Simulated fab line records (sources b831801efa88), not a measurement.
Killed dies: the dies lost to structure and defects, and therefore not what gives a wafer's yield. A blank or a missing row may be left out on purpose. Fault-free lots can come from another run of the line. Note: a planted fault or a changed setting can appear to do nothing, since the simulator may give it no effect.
fab line records -- flow sky130
record: lots: 12, wafers: 36, last-day: 50
route steps=708 shown LI_CONTACT@363 LOCAL_INTERCONNECT@389 PAD_OPEN@708
lots with no fault: from the same line, run without faults
start-h: hours from the record's first day to the start of the lot's first wafer shown -- wait-h: hours from the lot's prior step to this one -- " same as the row above -- L1.1+2: one row covering several wafers at once -- - either no value or no given start -- * or withheld: withheld -- < > ~ a bound
route shown NAME@n: a module of which the file shows steps, and the number in the route of the first -- usual: average and standard deviation across the fault-free wafers -- same: alike in all rows -- chamber/n: place in a boat -- sites: the reading at each site -- _std_site: standard deviation of those values -- _edge_site: inner sites' mean taken away from outer sites' mean -- radius-mm: for every site, how far away it sits from the centre of the wafer -- mask NAME#n: copy n -- behind: tool/chamber where the wafer was last shaped -- hold: cause of the lot's hold/its duration in hours/its outcome -- device: whichever transistor did not switch (one of n, p or np) -- end of line: tests of these same wafers at the route's end -- where a step has no rows: the recipe by itself -- killed: the dies lost at the first sort to structure and to defects; this is not the yield of the wafer -- map: a wafer's dies, marking killed ones x, the rest . and places with no die _
set.NAME: the setting the step ran with; set.NAME@STEP: the setting that earlier step ran with -- model.NAME: the simulator's own value behind a step, which no gauge read
route steps across a sampled set of lots; one table per step, one row per wafer
services: when a tool's chamber went out of use (start-h, in hours from the record's first day, below 0 if earlier), for how many hours, and the reason
== steps ==
step: SKY_LI_CONTACT_THK_MEAS_01
recipe: reads: PSG_of_LI_CONTACT_HDPCVD_00
usual: LI_CONTACT_HDPCVD_THK: 930/10
lot.wafer,tool,chamber,start-h,wait-h,LI_CONTACT_HDPCVD_THK[nm]
L780.2,film-metro-04,-,685.81,0.1,929
L780.5,film-metro-04,-,685.81,0.1,935
L780.6,film-metro-04,-,685.81,0.1,929
L782.1,film-metro-03,-,709.08,0.1,932
L782.3,film-metro-03,-,709.08,0.1,943
L782.5,film-metro-03,-,709.08,0.1,927
L783.1,film-metro-03,-,710.36,0.2,920
L783.4,film-metro-03,-,710.36,0.2,903
L783.5,film-metro-03,-,710.36,0.2,917
L785.1,film-metro-03,-,720.80,0.1,930
L785.3,film-metro-03,-,720.80,0.1,934
L785.6,film-metro-03,-,720.80,0.1,928
L788.4,film-metro-04,-,753.15,0.0,947
L788.5,film-metro-04,-,753.15,0.0,947
L788.6,film-metro-04,-,753.15,0.0,943
L790.2,film-metro-04,-,775.27,0.1,927
L790.5,film-metro-04,-,775.27,0.1,917
L790.6,film-metro-04,-,775.27,0.1,925
L792.1,film-metro-01,-,779.41,0.1,929
L792.2,film-metro-01,-,779.41,0.1,930
L792.4,film-metro-01,-,779.41,0.1,924
L793.4,film-metro-01,-,782.82,0.0,923
L793.5,film-metro-01,-,782.82,0.0,920
L793.6,film-metro-01,-,782.82,0.0,926
L794.2,film-metro-04,-,786.66,0.1,944
L794.5,film-metro-04,-,786.66,0.1,943
L794.6,film-metro-04,-,786.66,0.1,931
L797.1,film-metro-04,-,818.34,0.1,922
L797.3,film-metro-04,-,818.34,0.1,930
L797.5,film-metro-04,-,818.34,0.1,918
L798.2,film-metro-03,-,822.61,0.1,939
L798.4,film-metro-03,-,822.61,0.1,942
L798.6,film-metro-03,-,822.61,0.1,944
L799.2,film-metro-01,-,823.32,0.1,920
L799.3,film-metro-01,-,823.32,0.1,940
L799.6,film-metro-01,-,823.32,0.1,923
step: SKY_LI_CONTACT_ETCH_15
recipe: target: PSG, chemistry: C4F8/O2/Ar, stop-on: Si, taper-deg: 4.15, mask-material: KrF-thick, source-w: 1500, bias-w: 1200, pressure-mtorr: 40, c4f8-flow-sccm: withheld, O2_flow_sccm: 6, Ar_flow_sccm: 300, time-s: withheld, target-depth-a: 6000
usual: bias-w: 1200/3.5, chamber-pressure-mTorr: 40.00/0.037, oes-product-au: 0.837/0.0051, rf-fwd-power-W: 1493/4.4
lot.wafer,tool,chamber,start-h,wait-h,bias-w,chamber-pressure-mTorr,oes-product-au,rf-fwd-power-W
L780.2,rie-diel-03,3,708.18,0.0,1198,39.94,0.842,1495
L780.5,rie-diel-03,0,708.18,0.0,1207,40.00,0.846,1500
L780.6,rie-diel-03,1,708.18,0.0,1202,40.03,0.837,1490
L782.1,rie-diel-04,2,734.27,0.0,-,-,-,-
L782.3,rie-diel-04,3,734.27,0.0,-,-,-,-
L782.5,rie-diel-04,1,734.27,0.0,-,-,-,-
L783.1,rie-diel-04,1,739.12,0.0,-,-,-,-
L783.4,rie-diel-04,0,739.12,0.0,-,-,-,-
L783.5,rie-diel-04,2,739.12,0.0,-,-,-,-
L785.1,rie-diel-04,3,748.02,0.0,1197,40.00,0.848,1490
L785.3,rie-diel-04,0,748.02,0.0,1200,40.00,0.842,1497
L785.6,rie-diel-04,2,748.02,0.0,1198,40.04,0.830,1499
L788.4,rie-diel-03,3,779.37,0.0,1202,40.03,0.839,1489
L788.5,rie-diel-03,1,779.37,0.0,1202,39.97,0.828,1486
L788.6,rie-diel-03,2,779.37,0.0,1198,39.98,0.833,1492
L790.2,rie-diel-01,0,802.17,0.0,1198,40.01,0.829,1486
L790.5,rie-diel-01,3,802.17,0.0,1192,39.99,0.830,1492
L790.6,rie-diel-01,2,802.17,0.0,1205,40.00,0.838,1492
L792.1,rie-diel-03,3,806.67,0.0,1197,39.97,0.835,1494
L792.2,rie-diel-03,1,806.67,0.0,1195,39.97,0.843,1485
L792.4,rie-diel-03,2,806.67,0.0,1203,40.02,0.834,1493
L793.4,rie-diel-04,0,810.17,0.0,1201,40.08,0.833,1496
L793.5,rie-diel-04,0,810.17,0.0,1203,39.98,0.846,1499
L793.6,rie-diel-04,1,810.17,0.0,1198,40.00,0.837,1496
L794.2,rie-diel-03,0,813.48,0.0,1205,39.96,0.840,1494
L794.5,rie-diel-03,3,813.48,0.0,1201,39.95,0.840,1496
L794.6,rie-diel-03,2,813.48,0.0,1199,40.05,0.839,1495
L797.1,rie-diel-04,1,845.54,0.0,1195,40.01,0.837,1497
L797.3,rie-diel-04,0,845.54,0.0,1205,39.95,0.841,1500
L797.5,rie-diel-04,1,845.54,0.0,1203,39.95,0.836,1496
L798.2,rie-diel-01,3,849.03,0.0,1193,39.99,0.835,1477
L798.4,rie-diel-01,3,849.03,0.0,1199,40.03,0.841,1486
L798.6,rie-diel-01,2,849.03,0.0,1203,40.00,0.839,1493
L799.2,rie-diel-01,0,850.28,0.0,1200,39.99,0.831,1491
L799.3,rie-diel-01,2,850.28,0.0,1199,39.96,0.828,1486
L799.6,rie-diel-01,0,850.28,0.0,1196,39.97,0.831,1490
step: SKY_LI_CONTACT_STRIP_16
recipe: chemistry: O2/N2, power-w: 1400, pressure-mtorr: 1500, platen-temp-c: withheld, o2-flow-sccm: 3000, n2-flow-sccm: 300, overash-fraction: 0.5
usual: chamber-pressure-mTorr: 1499.9/1.4, drypump-motor-current-A: 5.4/0.37, o2-flow-sccm: 2999/8.2, oes-product-au: 0.376/0.0047, strip-time-to-endpoint-s: 3.50/0.044
lot.wafer,tool,chamber,start-h,wait-h,chamber-pressure-mTorr,drypump-motor-current-A,o2-flow-sccm,oes-product-au,rf-hours-counter-h,strip-time-to-endpoint-s
L780.2,plasma-asher-01,0,708.26,-,1498.9,4.9,2981,0.371,104,3.49
L780.5,plasma-asher-01,0,708.26,-,1497.8,4.9,2998,0.374,-,3.48
L780.6,plasma-asher-01,1,708.26,-,1500.8,5.7,2996,0.380,-,3.48
L782.1,plasma-asher-03,1,734.35,-,1498.7,5.9,2981,0.445,64,5.23
L782.3,plasma-asher-03,0,734.35,-,1499.2,5.0,3004,0.443,-,5.23
L782.5,plasma-asher-03,1,734.35,-,1500.6,5.9,2985,0.449,-,5.20
L783.1,plasma-asher-04,0,739.20,-,1501.5,5.6,3005,0.444,90,5.20
L783.4,plasma-asher-04,0,739.20,-,1501.2,5.6,3002,0.459,-,5.17
L783.5,plasma-asher-04,0,739.20,-,1499.1,5.6,2990,0.449,-,5.19
L785.1,plasma-asher-03,1,748.10,-,1497.4,5.9,2993,0.391,65,3.59
L785.3,plasma-asher-03,0,748.10,-,1503.1,5.0,2999,0.376,-,3.51
L785.6,plasma-asher-03,0,748.10,-,1501.4,5.0,3000,0.377,-,3.50
L788.4,plasma-asher-04,1,779.49,-,1498.6,5.1,2995,0.375,-,3.50
L788.5,plasma-asher-04,0,779.49,-,1500.5,5.6,3001,0.379,-,3.51
L788.6,plasma-asher-04,1,779.49,-,1500.7,5.1,3004,0.377,-,3.55
L790.2,plasma-asher-03,0,802.25,-,1498.1,5.0,3004,0.368,71,3.38
L790.5,plasma-asher-03,0,802.25,-,1501.0,5.0,3001,0.374,-,3.49
L790.6,plasma-asher-03,1,802.25,-,1502.4,5.9,3001,0.380,-,3.49
L792.1,plasma-asher-03,0,806.75,-,1500.9,5.0,3005,0.381,71,3.50
L792.2,plasma-asher-03,1,806.75,-,1499.2,5.9,3001,0.371,71,3.49
L792.4,plasma-asher-03,0,806.75,-,1498.9,5.0,3001,0.376,-,3.56
L793.4,plasma-asher-01,0,810.29,-,1502.3,4.9,2988,0.365,-,3.48
L793.5,plasma-asher-01,0,810.29,-,1497.8,4.9,2999,0.381,-,3.47
L793.6,plasma-asher-01,1,810.29,-,1500.8,5.6,3013,0.373,-,3.46
L794.2,plasma-asher-03,1,813.56,-,1500.4,5.9,2995,0.378,71,3.50
L794.5,plasma-asher-03,1,813.56,-,1499.6,5.9,3008,0.371,-,3.48
L794.6,plasma-asher-03,0,813.56,-,1500.2,5.0,2994,0.374,-,3.52
L797.1,plasma-asher-04,0,845.62,-,1500.4,5.6,2998,0.377,100,3.50
L797.3,plasma-asher-04,1,845.62,-,1499.4,5.1,2990,0.373,-,3.50
L797.5,plasma-asher-04,1,845.62,-,1499.3,5.2,2990,0.371,-,3.51
L798.2,plasma-asher-04,0,849.11,-,1499.1,5.6,3016,0.377,101,3.50
L798.4,plasma-asher-04,1,849.11,-,1499.2,5.2,2996,0.371,-,3.50
L798.6,plasma-asher-04,1,849.11,-,1498.3,5.2,2995,0.375,-,3.50
L799.2,plasma-asher-04,1,850.36,-,1497.8,5.2,3007,0.376,101,3.45
L799.3,plasma-asher-04,0,850.36,-,1501.5,5.6,3007,0.374,-,3.52
L799.6,plasma-asher-04,0,850.36,-,1498.8,5.6,3000,0.375,-,3.43
step: SKY_LOCAL_INTERCONNECT_THK_MEAS_02
recipe: thk-meas-gauge: xrf, reads: TiN_of_LOCAL_INTERCONNECT_SPUTTER_00
usual: LOCAL_INTERCONNECT_TIN_THK: 105.5/1.2
lot.wafer,tool,chamber,start-h,wait-h,LOCAL_INTERCONNECT_TIN_THK[nm]
L780.2,film-metro-01,-,710.97,0.1,105.3
L780.5,film-metro-01,-,710.97,0.1,105.2
L780.6,film-metro-01,-,710.97,0.1,106.3
L785.1,film-metro-03,-,749.36,0.1,105.0
L785.3,film-metro-03,-,749.36,0.1,106.3
L785.6,film-metro-03,-,749.36,0.1,103.9
L788.4,film-metro-01,-,780.72,0.1,104.2
L788.5,film-metro-01,-,780.72,0.1,104.6
L788.6,film-metro-01,-,780.72,0.1,104.2
L790.2,film-metro-01,-,803.48,0.1,104.3
L790.5,film-metro-01,-,803.48,0.1,105.3
L790.6,film-metro-01,-,803.48,0.1,106.0
L792.1,film-metro-03,-,807.97,0.1,105.6
L792.2,film-metro-03,-,807.97,0.1,104.9
L792.4,film-metro-03,-,807.97,0.1,105.0
L793.4,film-metro-01,-,811.50,0.1,105.7
L793.5,film-metro-01,-,811.50,0.1,106.1
L793.6,film-metro-01,-,811.50,0.1,104.3
L794.2,film-metro-01,-,814.79,0.1,106.2
L794.5,film-metro-01,-,814.79,0.1,107.8
L794.6,film-metro-01,-,814.79,0.1,105.6
L797.1,film-metro-03,-,846.84,0.1,105.0
L797.3,film-metro-03,-,846.84,0.1,105.4
L797.5,film-metro-03,-,846.84,0.1,105.1
L798.2,film-metro-02,-,850.34,0.1,105.1
L798.4,film-metro-02,-,850.34,0.1,104.5
L798.6,film-metro-02,-,850.34,0.1,104.8
L799.2,film-metro-01,-,851.61,0.1,105.8
L799.3,film-metro-01,-,851.61,0.1,105.5
L799.6,film-metro-01,-,851.61,0.1,105.8
step: SKY_PAD_OPEN_PROBE_99
usual: killed_at_M0_to_M3: 43/7.2, killed_at_M4_up: 3.5/2, killed-at-contacts: 24/5.2, killed-at-front-end: 15/4.4, killed-at-other: 0.2/0.48, killed-dies: 85/9.4, killed-on-rim: 16/3.7, killed-open: 46/7.3, killed-short: 39/6.1
same: gross-dies: 492, killed-at-back-side: 0
lot.wafer,tool,chamber,start-h,wait-h,hold,killed_at_M0_to_M3,killed_at_M4_up,killed-at-contacts,killed-at-front-end,killed-at-other,killed-dies,killed-on-rim,killed-open,killed-short
L780.2,prober-02,-,1102.27,0.1,-,50,4,19,12,0,85,13,44,41
L780.5,prober-02,-,1102.42,0.2,-,46,4,18,19,1,88,20,48,40
L780.6,prober-02,-,1102.47,0.2,-,46,3,12,17,0,78,16,36,42
L782.1,prober-01,-,1116.08,0.1,await-dispo/1.9h/scrap,50,4,424,14,0,492,96,47,37
L782.3,prober-01,-,1116.18,0.2,await-dispo/1.9h/scrap,43,8,429,10,2,492,96,45,38
L782.5,prober-01,-,1116.28,0.2,await-dispo/1.9h/scrap,42,5,429,16,0,492,96,44,45
L783.1,prober-02,-,1123.20,0.1,await-dispo/2.4h/scrap,29,9,433,21,0,492,96,49,32
L783.4,prober-02,-,1123.35,0.2,await-dispo/2.4h/scrap,41,3,429,19,0,492,96,51,39
L783.5,prober-02,-,1123.40,0.2,await-dispo/2.4h/scrap,34,3,441,14,0,492,96,42,38
L785.1,prober-01,-,1125.65,0.1,-,36,2,34,17,0,89,17,55,34
L785.3,prober-01,-,1125.75,0.2,-,37,4,25,13,0,79,19,36,40
L785.6,prober-01,-,1125.90,0.2,-,42,5,32,13,1,93,14,49,43
L788.4,prober-01,-,1149.00,0.2,-,58,1,27,18,0,104,28,59,45
L788.5,prober-01,-,1149.05,0.2,-,34,7,28,12,0,81,13,49,32
L788.6,prober-01,-,1149.10,0.2,-,56,9,26,22,0,113,21,61,52
L790.2,prober-01,-,1163.24,0.1,-,39,5,17,10,1,72,19,38,34
L790.5,prober-01,-,1163.39,0.2,-,45,2,26,16,0,89,12,47,42
L790.6,prober-01,-,1163.44,0.2,-,58,1,20,12,0,91,22,56,35
L792.1,prober-02,-,1165.06,0.1,-,38,4,30,13,3,88,19,40,44
L792.2,prober-02,-,1165.11,0.1,-,39,4,27,13,2,85,18,43,40
L792.4,prober-02,-,1165.21,0.2,-,45,4,21,11,0,81,10,42,39
L793.4,prober-02,-,1169.76,0.2,-,48,2,27,16,0,93,22,46,46
L793.5,prober-02,-,1169.81,0.2,-,33,1,31,19,0,84,13,56,28
L793.6,prober-02,-,1169.86,0.2,-,48,2,27,16,0,93,22,50,43
L794.2,prober-01,-,1172.40,0.1,-,40,7,30,9,0,86,11,45,40
L794.5,prober-01,-,1172.55,0.2,-,48,2,20,12,0,82,23,48,34
L794.6,prober-01,-,1172.60,0.2,-,32,2,16,9,0,59,12,28,31
L797.1,prober-01,-,1189.84,0.1,-,45,4,21,19,0,89,18,48,41
L797.3,prober-01,-,1189.94,0.2,-,42,2,22,16,0,82,14,41,41
L797.5,prober-01,-,1190.04,0.2,-,41,2,35,14,0,92,16,50,42
L798.2,prober-01,-,1197.73,0.1,-,32,3,29,21,0,85,18,37,48
L798.4,prober-01,-,1197.83,0.2,-,44,2,32,19,0,97,20,53,44
L798.6,prober-01,-,1197.93,0.2,-,49,5,19,14,1,88,16,48,40
L799.2,prober-02,-,1199.09,0.1,-,48,6,21,22,0,97,16,45,52
L799.3,prober-02,-,1199.14,0.2,-,47,2,23,20,0,92,17,43,47
L799.6,prober-02,-,1199.29,0.2,-,50,5,20,19,0,94,11,45,49
killed by level:class
L780.2 VIA1:geometric-particle:open=13 METAL1:geometric-particle:short=9 CONTACT:geometric-particle:open=7 VIA3:geometric-particle:open=7 VIA2:geometric-particle:open=6 POLY_GATE:geometric-particle:short=5 LI_CONTACT:geometric-particle:short=5 FIELD_ISO:geometric-particle:short=4
L780.5 CONTACT:geometric-particle:open=10 VIA2:geometric-particle:open=9 METAL2:geometric-particle:short=7 VIA1:geometric-particle:open=7 POLY_GATE:geometric-particle:short=6 VIA3:geometric-particle:open=6 FIELD_ISO:geometric-particle:open=5 METAL1:geometric-particle:short=5
L780.6 VIA1:geometric-particle:open=9 VIA2:geometric-particle:open=7 METAL1:geometric-particle:short=7 POLY_GATE:geometric-particle:open=6 METAL2:geometric-particle:short=6 FIELD_ISO:geometric-particle:short=5 LI_CONTACT:geometric-particle:short=4 VIA2:geometric-particle:short=4
L782.1 LI_CONTACT:area-etch=407 VIA1:geometric-particle:open=11 CONTACT:geometric-particle:open=9 VIA2:geometric-particle:open=9 METAL1:geometric-particle:short=7 METAL2:geometric-particle:short=7 FIELD_ISO:geometric-particle:open=5 VIA1:geometric-particle:short=5
L782.3 LI_CONTACT:area-etch=409 CONTACT:geometric-particle:open=10 VIA1:geometric-particle:open=9 LI_CONTACT:geometric-particle:open=6 VIA3:geometric-particle:open=6 METAL1:geometric-particle:short=5 VIA1:geometric-particle:short=5 METAL2:geometric-particle:short=5
L782.5 LI_CONTACT:area-etch=401 CONTACT:geometric-particle:open=9 VIA1:geometric-particle:short=8 CONTACT:geometric-particle:short=7 METAL1:geometric-particle:short=7 LI_CONTACT:geometric-particle:open=6 VIA3:geometric-particle:open=6 POLY_GATE:geometric-particle:open=5
L783.1 LI_CONTACT:area-etch=406 CONTACT:geometric-particle:open=12 VIA1:geometric-particle:open=6 METAL4:geometric-particle:short=6 FIELD_ISO:geometric-particle:open=5 FIELD_ISO:geometric-particle:short=5 LI_CONTACT:geometric-particle:open=5 METAL1:geometric-particle:short=5
L783.4 LI_CONTACT:area-etch=401 CONTACT:geometric-particle:open=14 FIELD_ISO:geometric-particle:open=7 VIA3:geometric-particle:open=7 METAL1:geometric-particle:short=6 VIA1:geometric-particle:open=6 LI_CONTACT:geometric-particle:open=5 POLY_GATE:geometric-particle:short=4
L783.5 LI_CONTACT:area-etch=412 CONTACT:geometric-particle:open=10 LI_CONTACT:geometric-particle:open=8 METAL1:geometric-particle:short=6 VIA3:geometric-particle:open=6 LOCAL_INTERCONNECT:geometric-particle:short=5 CONTACT:geometric-particle:short=5 FIELD_ISO:geometric-particle:open=4
L785.1 CONTACT:geometric-particle:open=15 LI_CONTACT:geometric-particle:open=11 VIA2:geometric-particle:open=9 VIA1:geometric-particle:open=8 FIELD_ISO:geometric-particle:short=7 METAL2:geometric-particle:short=5 VIA3:geometric-particle:open=4 POLY_GATE:geometric-particle:short=3
L785.3 CONTACT:geometric-particle:short=9 METAL1:geometric-particle:short=8 CONTACT:geometric-particle:open=7 VIA1:geometric-particle:open=6 VIA2:geometric-particle:open=5 FIELD_ISO:geometric-particle:short=4 LI_CONTACT:geometric-particle:short=3 POLY_GATE:geometric-particle:short=3
L785.6 CONTACT:geometric-particle:open=12 LI_CONTACT:geometric-particle:open=8 VIA2:geometric-particle:open=8 METAL1:geometric-particle:short=7 VIA1:geometric-particle:open=7 VIA1:geometric-particle:short=5 LI_CONTACT:geometric-particle:short=4 CONTACT:geometric-particle:short=4
L788.4 VIA1:geometric-particle:open=20 CONTACT:geometric-particle:open=12 VIA1:geometric-particle:short=9 LI_CONTACT:geometric-particle:open=8 POLY_GATE:geometric-particle:short=7 METAL2:geometric-particle:short=6 VIA3:geometric-particle:open=6 VIA2:geometric-particle:short=4
L788.5 CONTACT:geometric-particle:open=10 VIA1:geometric-particle:open=9 LI_CONTACT:geometric-particle:open=8 METAL1:geometric-particle:short=7 FIELD_ISO:geometric-particle:open=6 METAL4:geometric-particle:short=6 VIA2:geometric-particle:open=6 VIA3:geometric-particle:open=6
L788.6 VIA2:geometric-particle:open=11 VIA1:geometric-particle:open=10 LI_CONTACT:geometric-particle:open=9 VIA3:geometric-particle:open=9 POLY_GATE:geometric-particle:short=7 METAL4:geometric-particle:short=7 VIA1:geometric-particle:short=7 FIELD_ISO:geometric-particle:short=6
L790.2 VIA1:geometric-particle:open=9 CONTACT:geometric-particle:open=7 LOCAL_INTERCONNECT:geometric-particle:short=6 METAL1:geometric-particle:short=5 METAL2:geometric-particle:short=5 VIA2:geometric-particle:open=5 POLY_GATE:geometric-particle:open=4 VIA3:geometric-particle:open=4
L790.5 VIA1:geometric-particle:open=9 LI_CONTACT:geometric-particle:open=8 CONTACT:geometric-particle:open=7 VIA1:geometric-particle:short=7 VIA3:geometric-particle:open=7 POLY_GATE:geometric-particle:open=5 CONTACT:geometric-particle:short=5 FIELD_ISO:geometric-particle:short=4
L790.6 VIA1:geometric-particle:open=20 VIA3:geometric-particle:open=9 CONTACT:geometric-particle:open=7 CONTACT:geometric-particle:short=6 VIA2:geometric-particle:open=6 FIELD_ISO:geometric-particle:short=5 METAL1:geometric-particle:short=5 VIA1:geometric-particle:short=4
L792.1 CONTACT:geometric-particle:open=10 VIA1:geometric-particle:open=9 CONTACT:geometric-particle:short=7 VIA1:geometric-particle:short=6 VIA3:geometric-particle:open=5 METAL1:geometric-particle:short=5 METAL2:geometric-particle:short=5 FIELD_ISO:geometric-particle:short=4
L792.2 LI_CONTACT:geometric-particle:open=7 CONTACT:geometric-particle:open=7 CONTACT:geometric-particle:short=7 VIA1:geometric-particle:open=7 VIA3:geometric-particle:open=7 METAL1:geometric-particle:short=6 VIA1:geometric-particle:short=5 METAL2:geometric-particle:short=5
L792.4 VIA1:geometric-particle:open=10 CONTACT:geometric-particle:open=8 VIA2:geometric-particle:open=8 VIA1:geometric-particle:short=7 VIA3:geometric-particle:short=6 LI_CONTACT:geometric-particle:open=5 METAL1:geometric-particle:short=4 METAL2:geometric-particle:short=4
L793.4 CONTACT:geometric-particle:open=11 VIA1:geometric-particle:open=10 VIA3:geometric-particle:open=10 FIELD_ISO:geometric-particle:short=7 CONTACT:geometric-particle:short=7 LOCAL_INTERCONNECT:geometric-particle:short=6 VIA2:geometric-particle:open=6 METAL3:geometric-particle:short=5
L793.5 CONTACT:geometric-particle:open=10 LI_CONTACT:geometric-particle:open=9 VIA3:geometric-particle:open=8 VIA1:geometric-particle:open=7 FIELD_ISO:geometric-particle:open=6 POLY_GATE:geometric-particle:short=5 CONTACT:geometric-particle:short=5 VIA2:geometric-particle:open=5
L793.6 VIA1:geometric-particle:open=13 CONTACT:geometric-particle:open=8 LI_CONTACT:geometric-particle:open=8 VIA2:geometric-particle:open=8 FIELD_ISO:geometric-particle:short=6 METAL3:geometric-particle:short=5 POLY_GATE:geometric-particle:short=4 METAL1:geometric-particle:short=4
L794.2 CONTACT:geometric-particle:open=13 VIA1:geometric-particle:open=12 LI_CONTACT:geometric-particle:open=8 METAL2:geometric-particle:short=7 CONTACT:geometric-particle:short=6 METAL1:geometric-particle:short=5 FIELD_ISO:geometric-particle:short=3 VIA1:geometric-particle:short=3
L794.5 CONTACT:geometric-particle:open=11 VIA1:geometric-particle:open=8 VIA2:geometric-particle:open=7 VIA3:geometric-particle:short=6 FIELD_ISO:geometric-particle:open=5 VIA1:geometric-particle:short=5 VIA3:geometric-particle:open=5 METAL2:geometric-particle:short=4
L794.6 CONTACT:geometric-particle:open=7 VIA2:geometric-particle:open=6 VIA1:geometric-particle:open=5 CONTACT:geometric-particle:short=4 METAL2:geometric-particle:short=4 VIA3:geometric-particle:open=4 LI_CONTACT:geometric-particle:open=3 METAL1:geometric-particle:short=3
L797.1 VIA1:geometric-particle:open=11 VIA3:geometric-particle:open=8 CONTACT:geometric-particle:open=7 FIELD_ISO:geometric-particle:short=5 LI_CONTACT:geometric-particle:open=5 CONTACT:geometric-particle:short=5 VIA1:geometric-particle:short=5 VIA2:geometric-particle:short=4
L797.3 VIA1:geometric-particle:open=9 VIA3:geometric-particle:open=8 CONTACT:geometric-particle:open=7 VIA2:geometric-particle:short=7 CONTACT:geometric-particle:short=5 LI_CONTACT:geometric-particle:open=4 POLY_GATE:geometric-particle:short=4 METAL1:geometric-particle:short=4
L797.5 CONTACT:geometric-particle:open=12 METAL2:geometric-particle:short=9 LI_CONTACT:geometric-particle:open=8 VIA1:geometric-particle:open=8 VIA2:geometric-particle:open=8 CONTACT:geometric-particle:short=7 FIELD_ISO:geometric-particle:short=4 POLY_GATE:geometric-particle:open=4
L798.2 CONTACT:geometric-particle:open=10 POLY_GATE:geometric-particle:short=8 LI_CONTACT:geometric-particle:open=8 VIA1:geometric-particle:short=7 VIA1:geometric-particle:open=7 FIELD_ISO:geometric-particle:short=4 LOCAL_INTERCONNECT:geometric-particle:short=4 CONTACT:geometric-particle:short=4
L798.4 VIA1:geometric-particle:open=14 CONTACT:geometric-particle:short=9 CONTACT:geometric-particle:open=9 VIA3:geometric-particle:open=8 LI_CONTACT:geometric-particle:open=7 VIA1:geometric-particle:short=7 FIELD_ISO:geometric-particle:short=6 FIELD_ISO:geometric-particle:open=4
L798.6 VIA1:geometric-particle:open=11 CONTACT:geometric-particle:open=10 VIA2:geometric-particle:open=8 VIA3:geometric-particle:open=7 METAL1:geometric-particle:short=6 METAL3:geometric-particle:short=6 VIA1:geometric-particle:short=5 FIELD_ISO:geometric-particle:open=4
L799.2 CONTACT:geometric-particle:open=11 METAL1:geometric-particle:short=11 VIA1:geometric-particle:open=9 VIA2:geometric-particle:short=8 POLY_GATE:geometric-particle:short=6 FIELD_ISO:geometric-particle:open=5 LI_CONTACT:geometric-particle:open=4 METAL4:geometric-particle:short=4
L799.3 VIA1:geometric-particle:open=8 VIA1:geometric-particle:short=7 CONTACT:geometric-particle:open=7 METAL1:geometric-particle:short=7 POLY_GATE:geometric-particle:short=6 METAL2:geometric-particle:short=6 CONTACT:geometric-particle:short=5 VIA2:geometric-particle:open=5
L799.6 VIA1:geometric-particle:open=10 POLY_GATE:geometric-particle:open=8 VIA3:geometric-particle:open=7 CONTACT:geometric-particle:open=6 POLY_GATE:geometric-particle:short=5 METAL1:geometric-particle:short=5 METAL2:geometric-particle:short=5 VIA2:geometric-particle:short=5
== services ==
tool,chamber,start-h,hours,kind
rie-diel-01,0,687.32,6.8,repair
rie-diel-04,0,697.47,11.5,repair
rie-diel-01,-,709.91,2.8,pm
rie-diel-04,0,712.32,-,clean
rie-diel-04,0,712.32,19.4,scheduled-down
rie-diel-04,0,712.32,19.4,vent-cycle
rie-diel-03,2,728.26,7.5,repair
plasma-asher-01,-,733.02,1.4,repair
plasma-asher-01,-,734.38,9.0,pm
plasma-asher-01,0,734.38,9.0,vent-cycle
plasma-asher-01,1,734.38,9.0,vent-cycle
plasma-asher-01,0,743.38,-,clean
plasma-asher-01,1,743.38,-,clean
rie-diel-04,1,744.40,9.1,repair
rie-diel-01,0,767.76,4.2,repair
rie-diel-01,2,806.97,22.0,repair
rie-diel-04,1,807.96,1.3,repair
rie-diel-01,1,840.52,-,clean
rie-diel-01,1,840.52,23.4,scheduled-down
rie-diel-01,1,840.52,23.4,vent-cycle
rie-diel-04,2,846.26,4.9,repair
plasma-asher-01,-,846.42,2.8,pm
rie-diel-04,-,849.29,0.1,repair
== key ==
first-sign: step: SKY_LI_CONTACT_ETCH_15, reading: tool-record, direction: missing
effect: step: SKY_LI_CONTACT_STRIP_16, reading: strip-time-to-endpoint-s, direction: up, sigmas: 39, usual: *, struck: *
effect: step: SKY_PAD_OPEN_PROBE_99, reading: killed-at-contacts, direction: up, sigmas: 79, usual: 24, struck: 431
more-kills-born-at: SKY_LI_CONTACT_ETCH_15@rie-diel-04: 2436
met-at SKY_LI_CONTACT_ETCH_15
struck-lots L782,L783
later-rows-left-out L782.1,L782.3,L782.5,L783.1,L783.4,L783.5
tester-left-out L782,L783
not-acting-at SKY_LI_CONTACT_THK_MEAS_01,SKY_LOCAL_INTERCONNECT_THK_MEAS_02
fault: kind: skipped-step-whole, tool: rie-diel-04, chamber: -, onset-h: 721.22, steps: SKY_LI_CONTACT_ETCH_15, scope: struck-lots-only
tester-left-out: of these lots the tester's yield and bins aren't shown, on N5 and GAA mostly nor the transistor test; their killed dies are dies lost to structure and defects alone, not to doping, threshold or leakage, so they don't give the yield
later-rows-left-out: the simulator's readings of these wafers behind a module that went badly wrong aren't trusted and aren't shown, but for the sort
